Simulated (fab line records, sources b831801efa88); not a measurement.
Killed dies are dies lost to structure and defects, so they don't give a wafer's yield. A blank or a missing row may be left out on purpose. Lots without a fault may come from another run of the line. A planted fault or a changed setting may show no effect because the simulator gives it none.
fab line records | flow sky130
record lots=7 wafers=21 last_day=48
route steps=708 shown FIELD_ISO@19 NWELL@32 DNWELL@35 PWDE@45 SALICIDE@361 PAD_OPEN@708
lots that met no fault: from a run of the same line without faults
start_h: hours from the record's first day to the start of the lot's first wafer shown | wait_h: hours since the lot's step before | " the same as in the row above | L1.1+2: a row that stands for several wafers | - no value, or no start given | * or withheld: withheld | < > ~ a bound
route shown NAME@n: a module of which the file shows steps, and the number in the route of the first | usual: mean/standard deviation of fault-free wafers | same: alike in all rows | chamber/n: place in a boat | sites: the reading at each site | _std_site: their standard deviation | _edge_site: outer sites' mean less inner sites' | radius_mm: how far each site lies from the wafer's centre | mask NAME#n: copy n | behind: the tool/chamber that last shaped the wafer | hold: why the lot was held/for how many hours/how that ended | device: the transistor (n, p or np) that didn't switch | end of line: the same wafers' tests at the end of the route | a step without rows: its recipe alone | killed: dies lost to structure and defects at the first sort, not the wafer's yield | map: a wafer's dies, x killed, . not, _ none there
set.NAME: the setting as run; set.NAME@STEP: as run at that earlier step | model.NAME: the simulator's own value behind a step, which no gauge read
lots at some steps of the route; a table a step, a row a wafer
services: from which hour (start_h, from the record's first day; less than 0 if before it) a tool's chamber was out of use, for how many hours, and why
## steps
# step SKY_FIELD_ISO_WET_ETCH_18
# recipe chemistry=H3PO4 target_depth_nm=25 temp_c=160 target=Si3N4 time_s=286
# step SKY_FIELD_ISO_CLEAN_19
# recipe chemistry=SC1/SC2 mix=1:4:20 temp_c=70 time_s=150
# step SKY_FIELD_ISO_CLEAN_20
# recipe chemistry=dHF time_s=20 dilution=100:1
# step SKY_FIELD_ISO_WET_ETCH_21
# recipe chemistry=dHF dilution=100:1 target_depth_nm=20 dry=ipa_marangoni target=SiO2 temp_c=25 time_s=400
# step SKY_FIELD_ISO_OXIDATION_22
# recipe temp_c=950 ambient=O2 stabilise_s=600 purge_s=300 target_thk_a=100 ox_time_s=623
# step SKY_FIELD_ISO_THK_MEAS_23
# recipe reads=SiO2_of_FIELD_ISO_OXIDATION_22
# usual FIELD_ISO_OXIDATION_01_THK=9.98/0.17
# columns lot.wafer tool chamber start_h wait_h FIELD_ISO_OXIDATION_01_THK[nm]
L896.2 film_metro-03 - 41.40 0.0 10.02
L896.4 " - " " 9.74
L896.5 " - " " 9.96
L898.1 film_metro-01 - 50.51 0.0 10.06
L898.5 " - " " 9.73
L898.6 " - " " 9.89
L901.2 film_metro-03 - 69.64 0.0 9.91
L901.4 " - " " 9.91
L901.5 " - " " 9.90
L902.2 film_metro-03 - 76.00 0.0 9.93
L902.3 " - " " 10.14
L902.6 " - " " 10.07
L903.1 film_metro-03 - 80.52 0.0 9.93
L903.2 " - " " 9.92
L903.6 " - " " 10.10
L904.2 film_metro-03 - 82.87 0.0 10.08
L904.3 " - " " 9.99
L904.6 " - " " 9.83
L905.2 film_metro-03 - 89.71 0.0 9.72
L905.3 " - " " 9.68
L905.5 " - " " 9.79
# step SKY_FIELD_ISO_CVD_24
# recipe material=SiO2 target_thk_nm=595 temp_c=650 sigma_open_frac=0.3 time_s=99.2 sih4_flow_sccm=60 pressure_mtorr=6
# step SKY_FIELD_ISO_THK_MEAS_25
# recipe reads=SiO2_of_FIELD_ISO_CVD_24
# usual FIELD_ISO_CVD_24_THK=599/8.8
# columns lot.wafer tool chamber start_h wait_h FIELD_ISO_CVD_24_THK[nm]
L896.2 film_metro-01 - 41.53 0.0 589
L896.4 " - " " 582
L896.5 " - " " 599
L898.1 film_metro-01 - 50.65 0.0 583
L898.5 " - " " 589
L898.6 " - " " 576
L901.2 film_metro-03 - 69.77 0.0 611
L901.4 " - " " 602
L901.5 " - " " 602
L902.2 film_metro-03 - 76.14 0.0 604
L902.3 " - " " 606
L902.6 " - " " 598
L903.1 film_metro-01 - 80.65 0.0 597
L903.2 " - " " 608
L903.6 " - " " 598
L904.2 film_metro-02 - 83.00 0.0 603
L904.3 " - " " 603
L904.6 " - " " 600
L905.2 film_metro-01 - 89.84 0.0 610
L905.3 " - " " 595
L905.5 " - " " 597
# step SKY_FIELD_ISO_ANNEAL_26
# recipe temp_c=1000 time_s=1800 ambient=N2
# step SKY_FIELD_ISO_CMP_27
# recipe stop_on=Si3N4 t_overpolish_s=16 down_force_psi=4 platen_rpm=60 target_thk_nm=457.8 pad_velocity_m_s=0.94248
# usual motor_current_A=11.2/1 overpolish_run_s=16.000/0.0095 slurry_flow_ml_min=150.0/0.42 time_to_endpoint_s=114/5.1
# columns lot.wafer tool chamber start_h wait_h motor_current_A overpolish_run_s slurry_flow_ml_min time_to_endpoint_s
L896.2 cmp-01 0 44.45 0.1 10.4 16.012 150.2 110
L896.4 " 2 " " 12.4 16.006 150.3 110
L896.5 " 3 " " 11.4 16.002 150.2 119
L898.1 cmp-02 1 52.94 0.1 11.6 16.011 150.1 110
L898.5 " 0 " " 10.8 16.016 149.6 104
L898.6 " 1 " " 11.7 16.022 150.7 108
L901.4 cmp-02 1 72.10 0.2 11.6 16.022 149.7 114
L901.2 " 2 " " 11.9 15.999 150.6 117
L901.5 " 0 " " 11.4 15.996 150.4 110
L902.2 cmp-01 2 77.79 0.1 12.7 15.999 149.4 112
L902.3 " 3 " " 11.3 16.009 151.1 119
L902.6 " 0 " " 11.5 16.004 150.0 108
L903.1 cmp-02 0 82.21 0.0 11.1 15.996 150.5 109
L903.2 " 2 " " 12.4 15.997 150.6 113
L903.6 " 1 " " 12.6 15.988 149.8 115
L904.3 cmp-01 2 85.24 0.0 12.3 15.987 150.3 113
L904.2 " 0 " " 11.4 15.995 149.8 115
L904.6 " 3 " " 11.6 16.018 149.7 116
L905.3 cmp-02 0 91.39 0.0 10.4 16.000 149.8 111
L905.2 " 1 " " 11.5 16.008 149.6 119
L905.5 " 0 " " 10.8 15.991 149.8 111
# step SKY_FIELD_ISO_WET_ETCH_28
# recipe chemistry=dHF target_depth_nm=23.7 target=SiO2 dilution=10:1 temp_c=25 time_s=47
# step SKY_FIELD_ISO_WET_ETCH_29
# recipe chemistry=H3PO4 target_depth_nm=160 target=Si3N4 temp_c=160 time_s=1825
# step SKY_FIELD_ISO_WET_ETCH_30
# recipe chemistry=dHF target_depth_nm=25 target=SiO2 dilution=10:1 temp_c=25 time_s=48.24
# usual bath_heat_duty_pct=6.7/0.58 temp_c=25.02/0.1
# columns lot.wafer tool chamber start_h wait_h bath_heat_duty_pct temp_c model.SiO2_of_FIELD_ISO_CVD_24.thk_nm
L896.2 wet_bench-04 2 45.24 0.0 6.9 25.09 406
L896.4 " 2 " " 6.3 25.06 406.1
L896.5 " 2 " " 6.4 25.07 406.9
L898.1 wet_bench-01 0 53.72 0.0 7.0 24.89 404.9
L898.5 " 0 " " 7.1 25.09 403.4
L898.6 " 0 " " 6.1 25.04 404.6
L901.2 wet_bench-01 3 72.89 0.0 0 15.81 412.7
L901.4 " 3 " " 0 15.86 414.2
L901.5 " 3 " " 0 15.89 412.8
L902.2 wet_bench-01 1 78.54 0.0 0 15.96 416.2
L902.3 " 1 " " 0 15.82 415.3
L902.6 " 1 " " 0 16.00 413.8
L903.1 wet_bench-02 2 83.56 0.0 6.7 24.94 405
L903.2 " 2 " " 6.2 25.12 406.4
L903.6 " 2 " " 6.8 25.00 406.4
L904.2 wet_bench-04 0 86.60 0.0 6.3 24.83 406
L904.3 " 0 " " 6.7 24.88 406.7
L904.6 " 0 " " 6.5 25.02 408.4
L905.2 wet_bench-01 1 92.22 0.0 0 16.00 413.9
L905.3 " 1 " " 0 15.92 413.9
L905.5 " 1 " " 0 15.82 412.9
# step SKY_NWELL_CLEAN_00
# recipe chemistry=SC1/SC2 mix=1:4:20 temp_c=70 time_s=150 dry=n2_spin
# step SKY_NWELL_OXIDATION_01
# recipe temp_c=900 ambient=O2 stabilise_s=600 purge_s=300 target_thk_a=100 ox_time_s=1418
# step SKY_NWELL_THK_MEAS_02
# recipe reads=SiO2_of_NWELL_OXIDATION_01
# usual NWELL_OXIDATION_THK=10.05/0.17
# columns lot.wafer tool chamber start_h wait_h NWELL_OXIDATION_THK[nm]
L896.2 film_metro-03 - 46.85 0.0 9.96
L896.4 " - " " 9.97
L896.5 " - " " 9.99
L898.1 film_metro-02 - 55.19 0.0 9.90
L898.5 " - " " 10.08
L898.6 " - " " 9.95
L901.2 film_metro-03 - 75.29 0.0 9.92
L901.4 " - " " 9.98
L901.5 " - " " 10.05
L902.2 film_metro-03 - 80.07 0.0 10.15
L902.3 " - " " 10.04
L902.6 " - " " 10.13
L903.1 film_metro-03 - 85.78 0.0 9.98
L903.2 " - " " 10.05
L903.6 " - " " 9.87
L904.2 film_metro-03 - 88.53 0.0 10.08
L904.3 " - " " 10.07
L904.6 " - " " 10.11
L905.2 film_metro-03 - 96.13 0.0 10.10
L905.3 " - " " 10.08
L905.5 " - " " 10.18
# step SKY_DNWELL_DEHYDRATE_00
# recipe temp_c=200 time_s=60
# step SKY_DNWELL_HMDS_01
# recipe prime_time_s=60 prime_temp_c=120
# step SKY_DNWELL_COAT_02
# recipe spin_rpm=2000 resist_thk_nm=3000
# step SKY_DNWELL_SOFTBAKE_03
# recipe temp_c=110 time_s=withheld
# step SKY_DNWELL_EXPOSE_04
# recipe mask_id=DNM na=0.57 target_cd_nm=3000 dose_mj=222
# step SKY_DNWELL_PEB_05
# recipe temp_c=115 time_s=withheld
# step SKY_DNWELL_DEVELOP_06
# recipe wall_angle_deg=90 developer=TMAH develop_time_s=60 dev_temp_c=23
# step SKY_DNWELL_IMPLANT_07
# recipe species=P energy_kev=withheld dose_cm2=withheld tilt_deg=withheld
# step SKY_DNWELL_STRIP_08
# recipe chemistry=O2/N2 power_w=1400 pressure_mtorr=1500 platen_temp_c=withheld o2_flow_sccm=3000 n2_flow_sccm=300 overash_fraction=0.5
# usual drypump_motor_current_A=6.0/0.44 oes_product_au=0.722/0.0046 strip_time_to_endpoint_s=36.93/0.11
# same overash_fraction=0.5
# columns lot.wafer tool chamber start_h wait_h drypump_motor_current_A oes_product_au rf_hours_counter_h strip_time_to_endpoint_s
L896.2 plasma_asher-04 1 61.85 0.1 6.4 0.718 23 36.95
L896.4 " 1 " " 6.3 0.717 - 36.82
L896.5 " 0 " " 5.4 0.727 - 36.93
L898.1 plasma_asher-02 1 70.85 0.1 5.6 0.720 41 36.95
L898.5 " 0 " " 6.0 0.720 - 36.91
L898.6 " 1 " " 5.6 0.728 - 36.93
L901.2 plasma_asher-01 0 92.15 0.1 6.7 0.726 43 36.87
L901.4 " 0 " " 6.7 0.719 - 36.88
L901.5 " 1 " " 5.9 0.716 - 36.85
L902.2 plasma_asher-02 1 97.55 0.1 5.7 0.727 44 37.19
L902.3 " 0 " " 6.1 0.727 - 37.12
L902.6 " 0 " " 6.1 0.717 - 37.19
L903.1 plasma_asher-01 0 102.60 0.1 6.7 0.725 44 36.98
L903.2 " 1 " " 5.9 0.719 44 36.87
L903.6 " 0 " " 6.7 0.709 - 36.84
L904.2 plasma_asher-01 1 106.55 0.1 5.9 0.727 44 36.86
L904.3 " 1 " " 5.9 0.715 - 36.89
L904.6 " 0 " " 6.7 0.715 - 36.83
L905.2 plasma_asher-02 1 113.25 0.1 5.7 0.721 46 36.85
L905.3 " 0 " " 6.1 0.717 - 36.81
L905.5 " 0 " " 6.1 0.724 - 36.76
# step SKY_DNWELL_TW_MEAS_09
# usual DNWELL_TW=1125/7.4
# columns lot.wafer tool chamber start_h wait_h DNWELL_TW
L896.2 film_metro-03 - 61.96 0.1 1141
L896.4 " - " " 1136
L896.5 " - " " 1135
L898.1 film_metro-03 - 70.95 0.1 1133
L898.5 " - " " 1136
L898.6 " - " " 1132
L901.2 film_metro-03 - 92.26 0.1 1132
L901.4 " - " " 1138
L901.5 " - " " 1128
L902.2 film_metro-02 - 97.70 0.1 1120
L902.3 " - " " 1119
L902.6 " - " " 1121
L903.1 film_metro-03 - 102.70 0.1 1117
L903.2 " - " " 1114
L903.6 " - " " 1114
L904.2 film_metro-03 - 106.66 0.1 1122
L904.3 " - " " 1131
L904.6 " - " " 1125
L905.2 film_metro-03 - 113.36 0.1 1133
L905.3 " - " " 1130
L905.5 " - " " 1130
# step SKY_PWDE_DEHYDRATE_00
# recipe temp_c=200 time_s=60
# step SKY_PWDE_HMDS_01
# recipe prime_time_s=60 prime_temp_c=120
# step SKY_PWDE_COAT_02
# recipe spin_rpm=2000 resist_thk_nm=3000
# step SKY_PWDE_SOFTBAKE_03
# recipe temp_c=110 time_s=withheld
# step SKY_PWDE_EXPOSE_04
# recipe mask_id=PWDEM na=0.6 source_shape=conventional sigma_outer=0.6 polarization=unpolarized target_cd_nm=840 dose_mj=214
# step SKY_PWDE_PEB_05
# recipe temp_c=115 time_s=withheld
# step SKY_PWDE_DEVELOP_06
# recipe wall_angle_deg=90 developer=TMAH develop_time_s=60 dev_temp_c=23
# step SKY_PWDE_OVL_MEAS_07
# usual PWDE_OVL=1.1/1.4
# columns lot.wafer tool chamber start_h wait_h PWDE_OVL[nm]
L896.2 overlay-01 - 78.32 - -0.3
L896.4 " - " " 0.3
L896.5 " - " " 1.3
L898.1 overlay-01 - 87.21 - 0.9
L898.5 " - " " 2.0
L898.6 " - " " 2.4
L901.2 overlay-02 - 109.68 - 3.5
L901.4 " - " " 3.4
L901.5 " - " " 3.3
L902.2 overlay-02 - 114.86 - 0.1
L902.3 " - " " 2.3
L902.6 " - " " 0.8
L903.1 overlay-02 - 120.80 - 1.6
L903.2 " - " " 1.8
L903.6 " - " " 1.5
L904.2 overlay-01 - 124.50 - 2.2
L904.3 " - " " 0.8
L904.6 " - " " 1.3
L905.2 overlay-01 - 131.42 - 0.1
L905.3 " - " " 0.9
L905.5 " - " " 0.9
# step SKY_PWDE_IMPLANT_08
# recipe species=B energy_kev=150 dose_cm2=3.6e+12 tilt_deg=withheld
# step SKY_PWDE_STRIP_09
# recipe chemistry=O2/N2 power_w=1400 pressure_mtorr=1500 platen_temp_c=withheld o2_flow_sccm=3000 n2_flow_sccm=300 overash_fraction=0.5
# usual drypump_motor_current_A=5.9/0.35 oes_product_au=0.723/0.0042 strip_time_to_endpoint_s=36.93/0.11
# same overash_fraction=0.5
# columns lot.wafer tool chamber start_h wait_h drypump_motor_current_A oes_product_au rf_hours_counter_h strip_time_to_endpoint_s
L896.2 plasma_asher-04 1 78.50 0.1 6.3 0.722 24 36.98
L896.4 " 0 " " 5.4 0.715 - 37.05
L896.5 " 0 " " 5.4 0.722 - 37.08
L898.1 plasma_asher-02 0 87.40 0.1 6.1 0.720 43 36.84
L898.5 " 1 " " 5.6 0.721 - 36.77
L898.6 " 0 " " 6.1 0.725 - 36.85
L901.2 plasma_asher-02 1 109.86 0.1 5.6 0.719 45 36.97
L901.4 " 0 " " 6.0 0.727 - 36.96
L901.5 " 1 " " 5.7 0.722 - 36.93
L902.2 plasma_asher-04 1 115.04 0.1 6.4 0.722 28 37.05
L902.3 " 1 " " 6.4 0.726 - 36.93
L902.6 " 1 " " 6.3 0.719 - 36.90
L903.1 plasma_asher-03 0 120.99 0.1 5.6 0.723 43 36.97
L903.2 " 1 " " 6.1 0.724 43 36.96
L903.6 " 1 " " 6.1 0.723 - 36.91
L904.2 plasma_asher-04 1 124.68 0.1 6.4 0.729 29 37.20
L904.3 " 1 " " 6.3 0.726 - 37.16
L904.6 " 1 " " 6.3 0.729 - 37.01
L905.2 plasma_asher-03 1 131.60 0.1 6.1 0.729 44 36.84
L905.3 " 1 " " 6.1 0.725 - 36.98
L905.5 " 0 " " 5.6 0.728 - 36.86
# step SKY_PWDE_TW_MEAS_10
# usual PWDE_TW=375.5/2.3
# columns lot.wafer tool chamber start_h wait_h PWDE_TW
L896.2 film_metro-03 - 78.61 0.1 377.2
L896.4 " - " " 377.4
L896.5 " - " " 374.8
L898.1 film_metro-03 - 87.50 0.1 378.7
L898.5 " - " " 377.5
L898.6 " - " " 378.6
L901.2 film_metro-02 - 109.97 0.1 376.1
L901.4 " - " " 376.0
L901.5 " - " " 375.8
L902.2 film_metro-02 - 115.15 0.1 376.9
L902.3 " - " " 376.5
L902.6 " - " " 375.7
L903.1 film_metro-02 - 121.09 0.1 375.1
L903.2 " - " " 374.7
L903.6 " - " " 374.4
L904.2 film_metro-02 - 124.79 0.1 376.1
L904.3 " - " " 376.0
L904.6 " - " " 375.2
L905.2 film_metro-03 - 131.71 0.1 377.3
L905.3 " - " " 376.2
L905.5 " - " " 380.1
# step SKY_NWELL_DEHYDRATE_03
# recipe temp_c=200 time_s=60
# step SKY_NWELL_HMDS_04
# recipe prime_time_s=60 prime_temp_c=120
# step SKY_NWELL_COAT_05
# recipe spin_rpm=2000 resist_thk_nm=3000
# step SKY_NWELL_SOFTBAKE_06
# recipe temp_c=110 time_s=withheld
# step SKY_NWELL_EXPOSE_07
# recipe mask_id=NWM na=0.6 source_shape=conventional sigma_outer=0.6 polarization=unpolarized target_cd_nm=840 dose_mj=255
# step SKY_SALICIDE_CLEAN_00
# recipe chemistry=HF-last time_s=30 dilution=100:1 dry=ipa_marangoni
# columns lot.wafer tool chamber start_h wait_h model.SiO2_of_FIELD_ISO_CVD_24.thk_nm
L896.2 wet_bench-04 3 655.30 0.1 360
L896.4 " 3 " " 360.2
L896.5 " 3 " " 360.9
L898.1 wet_bench-01 1 672.80 0.1 359.9
L898.5 " 1 " " 358.1
L898.6 " 1 " " 359.4
L901.2 wet_bench-04 1 708.14 0.1 366.9
L901.4 " 1 " " 368.5
L901.5 " 1 " " 367.1
L902.2 wet_bench-01 0 716.63 0.1 370.1
L902.3 " 0 " " 369.1
L902.6 " 0 " " 367.6
L903.1 wet_bench-03 2 728.49 0.1 359.2
L903.2+6 " 2 " " 360.5
L904.2 wet_bench-01 0 728.64 0.1 359.8
L904.3 " 0 " " 360.6
L904.6 " 0 " " 362.4
L905.2 wet_bench-03 2 738.06 0.1 368.2
L905.3 " 2 " " 368
L905.5 " 2 " " 366.9
# step SKY_PAD_OPEN_PROBE_99
# usual killed_at_M0_to_M3=44/7.2 killed_at_M4_up=3.1/1.8 killed_at_contacts=25/5.2 killed_at_front_end=15/3.9 killed_at_other=0.2/0.5 killed_dies=86/9.5 killed_open=47/7.3 killed_short=40/6
# same gross_dies=492 killed_at_back_side=0
# columns lot.wafer tool chamber start_h wait_h killed_at_M0_to_M3 killed_at_M4_up killed_at_contacts killed_at_front_end killed_at_other killed_dies killed_open killed_short model.etest.sram_nfet_pass.off_log10_a_um model.etest.sram_nfet_pass.vt_v
L896.2 prober-02 - 1078.63 0.1 52 4 23 22 0 101 53 48 -12.94 0.6829
L896.4 prober-02 - 1078.73 0.2 55 5 23 15 1 99 51 48 -12.97 0.6917
L896.5 prober-02 - 1078.78 0.2 37 5 21 10 0 73 33 40 -12.46 0.6488
L898.1 prober-02 - 1095.58 0.1 38 5 18 20 0 81 35 46 -12.56 0.6638
L898.5 prober-02 - 1095.78 0.2 52 8 30 17 0 107 58 49 -12.42 0.6446
L898.6 prober-02 - 1095.83 0.2 46 1 19 17 0 83 41 42 -12.85 0.6756
L901.2 prober-02 - 1120.18 0.1 40 5 27 8 2 82 45 37 -13 0.6861
L901.4 prober-02 - 1120.28 0.2 41 5 34 8 3 91 52 39 -13.12 0.7059
L901.5 prober-02 - 1120.33 0.2 50 4 33 12 0 99 58 41 -13.22 0.7126
L902.2 prober-01 - 1126.04 0.1 49 3 27 12 0 91 52 39 -13.31 0.7297
L902.3 prober-01 - 1126.09 0.2 39 2 25 10 0 76 36 40 -12.96 0.6854
L902.6 prober-01 - 1126.24 0.2 36 5 29 14 1 85 45 40 -13.06 0.6915
L903.1 prober-02 - 1134.49 0.1 49 1 19 14 0 83 52 31 -12.67 0.6646
L903.2 prober-02 - 1134.54 0.1 49 2 15 10 0 76 38 38 -12.73 0.6711
L903.6 prober-02 - 1134.74 0.2 38 3 32 15 2 90 40 50 -12.63 0.66
L904.2 prober-01 - 1134.87 0.1 35 4 20 14 0 73 33 40 -12.92 0.685
L904.3 prober-01 - 1134.92 0.2 39 2 27 9 0 77 41 36 -12.84 0.6756
L904.6 prober-01 - 1135.07 0.2 37 4 25 13 0 79 48 31 -13.16 0.7034
L905.2 prober-02 - 1142.57 0.1 62 3 24 14 0 103 52 51 -13.29 0.707
L905.3 prober-02 - 1142.62 0.2 41 1 25 10 0 77 42 35 -13.23 0.7213
L905.5 prober-02 - 1142.72 0.2 44 5 22 16 0 87 47 40 -13.07 0.6895
# killed by level:class
L896.2 VIA1:geometric_particle:open=11 METAL2:geometric_particle:short=9 LI_CONTACT:geometric_particle:open=8 VIA3:geometric_particle:open=8 FIELD_ISO:geometric_particle:open=7 VIA1:geometric_particle:short=6 VIA2:geometric_particle:open=6 CONTACT:geometric_particle:short=5
L896.4 VIA1:geometric_particle:open=16 VIA2:geometric_particle:open=8 METAL2:geometric_particle:short=8 CONTACT:geometric_particle:open=7 VIA3:geometric_particle:open=6 VIA1:geometric_particle:short=6 FIELD_ISO:geometric_particle:short=5 METAL4:geometric_particle:short=5
L896.5 VIA3:geometric_particle:open=8 CONTACT:geometric_particle:short=8 VIA1:geometric_particle:open=6 METAL2:geometric_particle:short=6 LI_CONTACT:geometric_particle:open=5 POLY_GATE:geometric_particle:short=4 CONTACT:geometric_particle:open=4 METAL1:geometric_particle:short=4
L898.1 FIELD_ISO:geometric_particle:short=6 VIA1:geometric_particle:open=6 VIA3:geometric_particle:open=6 METAL2:geometric_particle:short=6 VIA2:geometric_particle:open=5 POLY_GATE:geometric_particle:short=5 LI_CONTACT:geometric_particle:open=5 CONTACT:geometric_particle:open=4
L898.5 CONTACT:geometric_particle:open=13 VIA1:geometric_particle:open=13 METAL1:geometric_particle:short=8 VIA1:geometric_particle:short=7 LI_CONTACT:geometric_particle:open=6 METAL2:geometric_particle:short=5 VIA3:geometric_particle:open=5 LOCAL_INTERCONNECT:geometric_particle:short=4
L898.6 VIA1:geometric_particle:open=12 VIA3:geometric_particle:open=8 CONTACT:geometric_particle:open=7 METAL2:geometric_particle:short=7 METAL1:geometric_particle:short=5 METAL3:geometric_particle:short=5 POLY_GATE:geometric_particle:short=4 SPACER:geometric_particle:open=4
L901.2 VIA1:geometric_particle:open=12 CONTACT:geometric_particle:open=9 LI_CONTACT:geometric_particle:open=8 VIA3:geometric_particle:open=7 METAL2:geometric_particle:short=6 VIA3:geometric_particle:short=5 CONTACT:geometric_particle:short=4 LOCAL_INTERCONNECT:geometric_particle:short=4
L901.4 CONTACT:geometric_particle:open=12 VIA1:geometric_particle:open=10 LI_CONTACT:geometric_particle:open=8 VIA2:geometric_particle:open=7 CONTACT:geometric_particle:short=5 LI_CONTACT:geometric_particle:short=4 LOCAL_INTERCONNECT:geometric_particle:short=4 METAL1:geometric_particle:open=4
L901.5 VIA1:geometric_particle:open=14 CONTACT:geometric_particle:open=11 LI_CONTACT:geometric_particle:open=10 VIA1:geometric_particle:short=9 VIA2:geometric_particle:open=7 POLY_GATE:geometric_particle:open=5 VIA3:geometric_particle:open=5 VIA2:geometric_particle:short=4
L902.2 VIA1:geometric_particle:open=12 VIA2:geometric_particle:open=8 FIELD_ISO:geometric_particle:short=7 METAL1:geometric_particle:short=7 CONTACT:geometric_particle:open=7 LI_CONTACT:geometric_particle:open=6 CONTACT:geometric_particle:short=6 VIA3:geometric_particle:open=6
L902.3 CONTACT:geometric_particle:open=10 LOCAL_INTERCONNECT:geometric_particle:short=6 VIA1:geometric_particle:open=6 METAL2:geometric_particle:short=6 CONTACT:geometric_particle:short=5 METAL1:geometric_particle:open=5 VIA2:geometric_particle:open=4 METAL3:geometric_particle:short=4
L902.6 VIA1:geometric_particle:open=10 CONTACT:geometric_particle:open=9 FIELD_ISO:geometric_particle:short=8 CONTACT:geometric_particle:short=8 LI_CONTACT:geometric_particle:open=7 VIA3:geometric_particle:open=6 METAL3:geometric_particle:short=5 VIA2:geometric_particle:open=4
L903.1 VIA1:geometric_particle:open=9 LI_CONTACT:geometric_particle:open=7 METAL1:geometric_particle:short=7 VIA3:geometric_particle:open=7 VIA2:geometric_particle:open=7 POLY_GATE:geometric_particle:open=6 CONTACT:geometric_particle:open=6 LOCAL_INTERCONNECT:geometric_particle:short=4
L903.2 METAL2:geometric_particle:short=11 VIA2:geometric_particle:open=11 VIA1:geometric_particle:open=7 CONTACT:geometric_particle:open=6 METAL1:geometric_particle:short=5 VIA3:geometric_particle:open=4 FIELD_ISO:geometric_particle:short=3 LI_CONTACT:geometric_particle:open=3
L903.6 CONTACT:geometric_particle:short=10 METAL1:geometric_particle:short=9 CONTACT:geometric_particle:open=8 VIA1:geometric_particle:open=7 POLY_GATE:geometric_particle:open=6 LOCAL_INTERCONNECT:geometric_particle:short=6 METAL2:geometric_particle:short=5 FIELD_ISO:geometric_particle:open=4
L904.2 LI_CONTACT:geometric_particle:open=8 FIELD_ISO:geometric_particle:short=6 VIA1:geometric_particle:open=6 VIA2:geometric_particle:open=6 CONTACT:geometric_particle:open=5 VIA1:geometric_particle:short=5 LOCAL_INTERCONNECT:geometric_particle:short=4 METAL1:geometric_particle:short=4
L904.3 LI_CONTACT:geometric_particle:open=10 CONTACT:geometric_particle:open=8 METAL1:geometric_particle:short=8 VIA3:geometric_particle:open=8 LI_CONTACT:geometric_particle:short=5 VIA1:geometric_particle:open=5 VIA1:geometric_particle:short=5 FIELD_ISO:geometric_particle:open=4
L904.6 CONTACT:geometric_particle:open=10 VIA1:geometric_particle:open=9 VIA2:geometric_particle:open=9 FIELD_ISO:geometric_particle:open=5 LI_CONTACT:geometric_particle:open=5 LOCAL_INTERCONNECT:geometric_particle:short=5 VIA2:geometric_particle:short=4 METAL1:geometric_particle:short=4
L905.2 VIA1:geometric_particle:open=11 VIA2:geometric_particle:open=10 LI_CONTACT:geometric_particle:open=9 VIA1:geometric_particle:short=9 METAL1:geometric_particle:short=8 FIELD_ISO:geometric_particle:open=6 VIA3:geometric_particle:open=6 LOCAL_INTERCONNECT:geometric_particle:short=5
L905.3 VIA1:geometric_particle:open=11 LI_CONTACT:geometric_particle:open=9 CONTACT:geometric_particle:open=7 METAL2:geometric_particle:short=6 LI_CONTACT:geometric_particle:short=5 METAL1:geometric_particle:short=5 VIA2:geometric_particle:open=5 FIELD_ISO:geometric_particle:open=3
L905.5 VIA1:geometric_particle:open=15 LI_CONTACT:geometric_particle:open=10 VIA1:geometric_particle:short=8 FIELD_ISO:geometric_particle:open=5 LOCAL_INTERCONNECT:geometric_particle:short=5 METAL2:geometric_particle:short=4 POLY_GATE:geometric_particle:short=4 METAL1:geometric_particle:short=4
## services
# columns tool chamber start_h hours kind
cmp-02 - 33.55 17.6 pm
cmp-02 - 64.28 4.0 pm
plasma_asher-02 - 92.35 0.8 repair
cmp-02 - 173.85 0.3 repair
cmp-02 - 194.33 4.4 repair
cmp-02 - 217.18 9.0 repair
plasma_asher-02 - 273.61 2.2 repair
cmp-02 - 288.45 3.9 pm
wet_bench-01 - 300.89 3.1 repair
wet_bench-04 - 314.07 0.5 repair
plasma_asher-04 - 317.96 2.8 pm
cmp-02 - 357.36 8.4 repair
plasma_asher-04 - 365.03 6.2 repair
cmp-02 - 367.65 4.1 pm
cmp-02 - 379.84 8.6 repair
cmp-02 - 389.41 1.2 repair
plasma_asher-04 - 393.98 7.9 repair
cmp-02 - 404.28 4.0 pm
plasma_asher-02 - 421.25 9.0 pm
cmp-02 - 430.44 6.2 repair
plasma_asher-02 - 477.81 4.1 repair
wet_bench-01 - 595.76 2.2 repair
plasma_asher-02 - 597.75 2.9 repair
plasma_asher-02 - 691.95 2.8 pm
## key
first_sign step=SKY_FIELD_ISO_WET_ETCH_30 reading=temp_c direction=down sigmas=88 usual=* struck=*
effect step=SKY_FIELD_ISO_WET_ETCH_30 reading=bath_heat_duty_pct direction=down sigmas=11 usual=6.7 struck=0
model_effect step=SKY_FIELD_ISO_WET_ETCH_30 value=SiO2_of_FIELD_ISO_CVD_24.thk_nm without=405.8 struck=414
model_effect step=SKY_SALICIDE_CLEAN_00 value=SiO2_of_FIELD_ISO_CVD_24.thk_nm without=359.9 struck=368.1
model_effect step=SKY_PAD_OPEN_PROBE_99 value=etest.sram_nfet_pass.off_log10_a_um without=-12.83 struck=-13.14
met_at SKY_FIELD_ISO_WET_ETCH_30
struck_wafers L901.2,L901.4,L901.5,L902.2,L902.3,L902.6,L905.2,L905.3,L905.5
tester_left_out L901,L902,L905
onset_between 53.72 72.89
fault kind=process_parameter_drift tool=wet_bench-01 chamber=- onset_h=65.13 steps=SKY_FIELD_ISO_WET_ETCH_30 channel=temp_c offset=* shape=step end_h=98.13 acts_in=* stated=*
# tester_left_out: of these lots the tester's yield and bins aren't shown, on N5 and GAA mostly nor the transistor test; their killed dies are dies lost to structure and defects alone, not to doping, threshold or leakage, so they don't give the yield
